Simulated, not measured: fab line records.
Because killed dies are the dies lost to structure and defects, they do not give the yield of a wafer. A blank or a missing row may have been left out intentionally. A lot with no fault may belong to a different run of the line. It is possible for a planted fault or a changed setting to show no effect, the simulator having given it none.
Which tool did it? :: flow gf180mcu :: 36 wafers from 12 lots sampled at 5 of the route's 602 steps

WHAT EACH GAUGE READ, for each wafer
GF_V5_THK_MEAS_03. Usual: V5_CVD_02_THK typically reads 1446 nm, with standard deviation 17.
lot: L592
measured: day 26 13:35
on: film metro-02
V5_CVD_02_THK (nm): 1444 1457 1470
flag: 

lot: L593
measured: day 26 15:46
on: film metro-01
V5_CVD_02_THK (nm): 1432 1437 1451
flag: 

lot: L595
measured: day 27 07:01
on: film metro-02
V5_CVD_02_THK (nm): 2317 1440 1461
flag: OFF

lot: L597
measured: day 27 22:45
on: film metro-02
V5_CVD_02_THK (nm): 1433 1448 1457
flag: 

lot: L599
measured: day 28 16:58
on: film metro-01
V5_CVD_02_THK (nm): 1409 2327 1444
flag: OFF

lot: L605
measured: day 30 08:07
on: film metro-04
V5_CVD_02_THK (nm): 1434 1442 1471
flag: 

lot: L607
measured: day 31 01:35
on: film metro-04
V5_CVD_02_THK (nm): 1441 1464 1461
flag: 

lot: L609
measured: day 31 10:30
on: film metro-02
V5_CVD_02_THK (nm): 1430 1453 1468
flag: 

lot: L610
measured: day 31 17:43
on: film metro-02
V5_CVD_02_THK (nm): 1428 1440 1462
flag: 

lot: L611
measured: day 31 21:46
on: film metro-01
V5_CVD_02_THK (nm): 1452 1453 1480
flag: 

lot: L612
measured: day 32 04:38
on: film metro-01
V5_CVD_02_THK (nm): 1415 1439 1435
flag: 

lot: L613
measured: day 32 10:50
on: film metro-01
V5_CVD_02_THK (nm): 1412 1445 1456
flag: 

EACH LOT AND THE TOOL THAT RAN IT (in order: tool; ch and the chambers of the sampled wafers; start)
lot: L592
GF_V4_ETCH_16: rie diel-01 ch 1,2, day 24 15:33
GF_MIM_SPUTTER_02: pvd sputter-02, day 24 17:04
GF_MIM_SPUTTER_04: pvd sputter-02, day 24 17:07
GF_V5_CVD_02: pecvd-03 ch 0,1, day 26 13:27

lot: L593
GF_V4_ETCH_16: rie diel-02 ch 0,1,2, day 24 18:04
GF_MIM_SPUTTER_02: pvd sputter-02, day 24 19:35
GF_MIM_SPUTTER_04: pvd sputter-02, day 24 19:38
GF_V5_CVD_02: pecvd-02 ch 1,2, day 26 15:39

lot: L595
GF_V4_ETCH_16: rie diel-04 ch 0,1, day 25 11:19
GF_MIM_SPUTTER_02: pvd sputter-02, day 25 12:47
GF_MIM_SPUTTER_04: pvd sputter-02, day 25 12:51
GF_V5_CVD_02: pecvd-03 ch 1,2, day 27 06:55

lot: L597
GF_V4_ETCH_16: rie diel-02 ch 0,1,3, day 26 03:52
GF_MIM_SPUTTER_02: pvd sputter-01, day 26 05:41
GF_MIM_SPUTTER_04: pvd sputter-01, day 26 05:44
GF_V5_CVD_02: pecvd-04 ch 1,2, day 27 22:39

lot: L599
GF_V4_ETCH_16: rie diel-01 ch 1,2, day 26 21:46
GF_MIM_SPUTTER_02: pvd sputter-02, day 26 23:15
GF_MIM_SPUTTER_04: pvd sputter-02, day 26 23:18
GF_V5_CVD_02: pecvd-03 ch 0,2, day 28 16:50

lot: L605
GF_V4_ETCH_16: rie diel-04 ch 0,2, day 28 15:03
GF_MIM_SPUTTER_02: pvd sputter-02, day 28 16:32
GF_MIM_SPUTTER_04: pvd sputter-02, day 28 16:35
GF_V5_CVD_02: pecvd-02 ch 1,2, day 30 08:01

lot: L607
GF_V4_ETCH_16: rie diel-02 ch 1,2,3, day 29 09:33
GF_MIM_SPUTTER_02: pvd sputter-02, day 29 11:02
GF_MIM_SPUTTER_04: pvd sputter-02, day 29 11:05
GF_V5_CVD_02: pecvd-03 ch 0,1, day 31 01:28

lot: L609
GF_V4_ETCH_16: rie diel-02 ch 0,2,3, day 29 20:25
GF_MIM_SPUTTER_02: pvd sputter-01, day 29 21:53
GF_MIM_SPUTTER_04: pvd sputter-01, day 29 21:56
GF_V5_CVD_02: pecvd-03 ch 0,1,2, day 31 10:23

lot: L610
GF_V4_ETCH_16: rie diel-02 ch 0,2,3, day 30 02:46
GF_MIM_SPUTTER_02: pvd sputter-01, day 30 04:14
GF_MIM_SPUTTER_04: pvd sputter-01, day 30 04:17
GF_V5_CVD_02: pecvd-03 ch 1,2, day 31 17:36

lot: L611
GF_V4_ETCH_16: rie diel-02 ch 0,1,2, day 30 07:06
GF_MIM_SPUTTER_02: pvd sputter-01, day 30 08:36
GF_MIM_SPUTTER_04: pvd sputter-01, day 30 08:39
GF_V5_CVD_02: pecvd-03 ch 0,1, day 31 21:40

lot: L612
GF_V4_ETCH_16: rie diel-02 ch 0,1,3, day 30 15:00
GF_MIM_SPUTTER_02: pvd sputter-02, day 30 16:32
GF_MIM_SPUTTER_04: pvd sputter-02, day 30 16:35
GF_V5_CVD_02: pecvd-03 ch 0,1, day 32 04:32

lot: L613
GF_V4_ETCH_16: rie diel-01 ch 0,1,3, day 30 21:00
GF_MIM_SPUTTER_02: pvd sputter-01, day 30 22:29
GF_MIM_SPUTTER_04: pvd sputter-01, day 30 22:32
GF_V5_CVD_02: pecvd-03 ch 0,2, day 32 10:44
- GF_V4_ETCH_16: etches BARC in N2/H2.
- GF_MIM_SPUTTER_02: material AlCu, target thk 450 nm, time 23.9 s.
- GF_MIM_SPUTTER_04: material TiN, target thk 50 nm, time 41.7 s.
- GF_V5_CVD_02: deposits SiO2 from TEOS, target thk 1450 nm, time 163.28 s.

AS READ BY THE TOOLS THEMSELVES (means over the sampled wafers that have a number; for cases with no such wafer, the mark the record gives instead)
GF_V4_ETCH_16. Usual: drypump motor current A 5.6 A, standard deviation 0.38; n2 flow sccm 99.99 sccm, standard deviation 0.3; oes product au 0.854 a.u., standard deviation 0.0046; rf fwd power W 494.6 W, standard deviation 1.8; throttle valve pct 13.225 %, standard deviation 0.0088.
lot: L592
tool: rie diel-01
drypump motor current A (A): 5.6
n2 flow sccm (sccm): 100.23
oes product au (a.u.): 0.852
rf fwd power W (W): 492.9
throttle valve pct (%): 13.219
flag: 

lot: L593
tool: rie diel-02
drypump motor current A (A): 5.5
n2 flow sccm (sccm): 99.75
oes product au (a.u.): 0.856
rf fwd power W (W): 494.1
throttle valve pct (%): 13.224
flag: 

lot: L595
tool: rie diel-04
drypump motor current A (A): 5.7
n2 flow sccm (sccm): 99.98
oes product au (a.u.): 0.857
rf fwd power W (W): 494.3
throttle valve pct (%): 13.221
flag: 

lot: L597
tool: rie diel-02
drypump motor current A (A): 5.4
n2 flow sccm (sccm): 99.91
oes product au (a.u.): 0.851
rf fwd power W (W): 494.3
throttle valve pct (%): 13.221
flag: 

lot: L599
tool: rie diel-01
drypump motor current A (A): 5.6
n2 flow sccm (sccm): 99.80
oes product au (a.u.): 0.857
rf fwd power W (W): 495.0
throttle valve pct (%): 13.230
flag: 

lot: L605
tool: rie diel-04
drypump motor current A (A): 6.0
n2 flow sccm (sccm): 100.22
oes product au (a.u.): 0.855
rf fwd power W (W): 494.2
throttle valve pct (%): 13.226
flag: 

lot: L607
tool: rie diel-02
drypump motor current A (A): 5.3
n2 flow sccm (sccm): 100.05
oes product au (a.u.): 0.855
rf fwd power W (W): 494.1
throttle valve pct (%): 13.222
flag: 

lot: L609
tool: rie diel-02
drypump motor current A (A): 5.3
n2 flow sccm (sccm): 99.64
oes product au (a.u.): 0.857
rf fwd power W (W): 496.1
throttle valve pct (%): 13.217
flag: 

lot: L610
tool: rie diel-02
drypump motor current A (A): 5.3
n2 flow sccm (sccm): 100.14
oes product au (a.u.): 0.853
rf fwd power W (W): 496.0
throttle valve pct (%): 13.234
flag: 

lot: L611
tool: rie diel-02
drypump motor current A (A): 5.5
n2 flow sccm (sccm): 99.91
oes product au (a.u.): 0.856
rf fwd power W (W): 494.2
throttle valve pct (%): 13.214
flag: 

lot: L612
tool: rie diel-02
drypump motor current A (A): 5.4
n2 flow sccm (sccm): 100.01
oes product au (a.u.): 0.856
rf fwd power W (W): 494.9
throttle valve pct (%): 13.222
flag: 

lot: L613
tool: rie diel-01
drypump motor current A (A): 5.7
n2 flow sccm (sccm): 99.95
oes product au (a.u.): 0.855
rf fwd power W (W): 494.9
throttle valve pct (%): 13.224
flag: 

GF_MIM_SPUTTER_02. Usual: throttle valve pct reads 30.2 % (standard deviation 0.97).
lot: L592
tool: pvd sputter-02
throttle valve pct (%): 30.1
flag: 

lot: L593
tool: pvd sputter-02
throttle valve pct (%): 29.5
flag: 

lot: L595
tool: pvd sputter-02
throttle valve pct (%): 30.1
flag: 

lot: L597
tool: pvd sputter-01
throttle valve pct (%): 30.3
flag: 

lot: L599
tool: pvd sputter-02
throttle valve pct (%): 29.7
flag: 

lot: L605
tool: pvd sputter-02
throttle valve pct (%): 30.0
flag: 

lot: L607
tool: pvd sputter-02
throttle valve pct (%): 29.2
flag: 

lot: L609
tool: pvd sputter-01
throttle valve pct (%): 31.0
flag: 

lot: L610
tool: pvd sputter-01
throttle valve pct (%): 31.4
flag: 

lot: L611
tool: pvd sputter-01
throttle valve pct (%): 30.5
flag: 

lot: L612
tool: pvd sputter-02
throttle valve pct (%): 30.1
flag: 

lot: L613
tool: pvd sputter-01
throttle valve pct (%): 31.6
flag: 

GF_MIM_SPUTTER_04. Usual: throttle valve pct reads 30.2 % (standard deviation 0.96).
lot: L592
tool: pvd sputter-02
throttle valve pct (%): 30.1
flag: 

lot: L593
tool: pvd sputter-02
throttle valve pct (%): 29.4
flag: 

lot: L595
tool: pvd sputter-02
throttle valve pct (%): 30.1
flag: 

lot: L597
tool: pvd sputter-01
throttle valve pct (%): 30.5
flag: 

lot: L599
tool: pvd sputter-02
throttle valve pct (%): 29.6
flag: 

lot: L605
tool: pvd sputter-02
throttle valve pct (%): 30.2
flag: 

lot: L607
tool: pvd sputter-02
throttle valve pct (%): 29.5
flag: 

lot: L609
tool: pvd sputter-01
throttle valve pct (%): 31.0
flag: 

lot: L610
tool: pvd sputter-01
throttle valve pct (%): 31.3
flag: 

lot: L611
tool: pvd sputter-01
throttle valve pct (%): 30.5
flag: 

lot: L612
tool: pvd sputter-02
throttle valve pct (%): 29.9
flag: 

lot: L613
tool: pvd sputter-01
throttle valve pct (%): 31.5
flag: 

GF_V5_CVD_02. Usual: heater power w 637 W, standard deviation 91; rf fwd power W 596.9 W, standard deviation 1.8.
lot: L592
tool: pecvd-03
heater power w (W): 663
rf fwd power W (W): 597.7
flag: 

lot: L593
tool: pecvd-02
heater power w (W): 638
rf fwd power W (W): 597.8
flag: 

lot: L595
tool: pecvd-03
heater power w (W): 671
rf fwd power W (W): 598.0
flag: 

lot: L597
tool: pecvd-04
heater power w (W): 642
rf fwd power W (W): 596.5
flag: 

lot: L599
tool: pecvd-03
heater power w (W): 582
rf fwd power W (W): 599.2
flag: 

lot: L605
tool: pecvd-02
heater power w (W): 674
rf fwd power W (W): 597.1
flag: 

lot: L607
tool: pecvd-03
heater power w (W): 616
rf fwd power W (W): 597.3
flag: 

lot: L609
tool: pecvd-03
heater power w (W): 590
rf fwd power W (W): 594.7
flag: 

lot: L610
tool: pecvd-03
heater power w (W): 670
rf fwd power W (W): 598.4
flag: 

lot: L611
tool: pecvd-03
heater power w (W): 638
rf fwd power W (W): 596.0
flag: 

lot: L612
tool: pecvd-03
heater power w (W): 641
rf fwd power W (W): 596.5
flag: 

lot: L613
tool: pecvd-03
heater power w (W): 554
rf fwd power W (W): 595.9
flag: 

THE ANSWER, worked out from the rows above alone
Rule: lot off if the mean of its wafers having a number is beyond 3 standard deviations from the usual mean. Also off: a lot with no number at a reading for which 4 or more lots have one. All remaining lots with rows at the step are treated as sound. After the gauges, taken in route order, come the tools' own readings; for these a lot's mean is taken, as printed above. The first step at which some lot is off is used, and at that step the reading that is off furthest; a lot without a number counts as furthest.
Off: L595, L599, seen at GF_V5_THK_MEAS_03 (V5_CVD_02_THK).
If a tool, at a process step before that reading, ran all the lots that are off and no sound lot after the first of them, it fits. Those tools and the gauges at GF_V5_THK_MEAS_03 are tried in the same way. Of those tried, none fits.

WHAT THE SIMULATOR HAD PUT IN
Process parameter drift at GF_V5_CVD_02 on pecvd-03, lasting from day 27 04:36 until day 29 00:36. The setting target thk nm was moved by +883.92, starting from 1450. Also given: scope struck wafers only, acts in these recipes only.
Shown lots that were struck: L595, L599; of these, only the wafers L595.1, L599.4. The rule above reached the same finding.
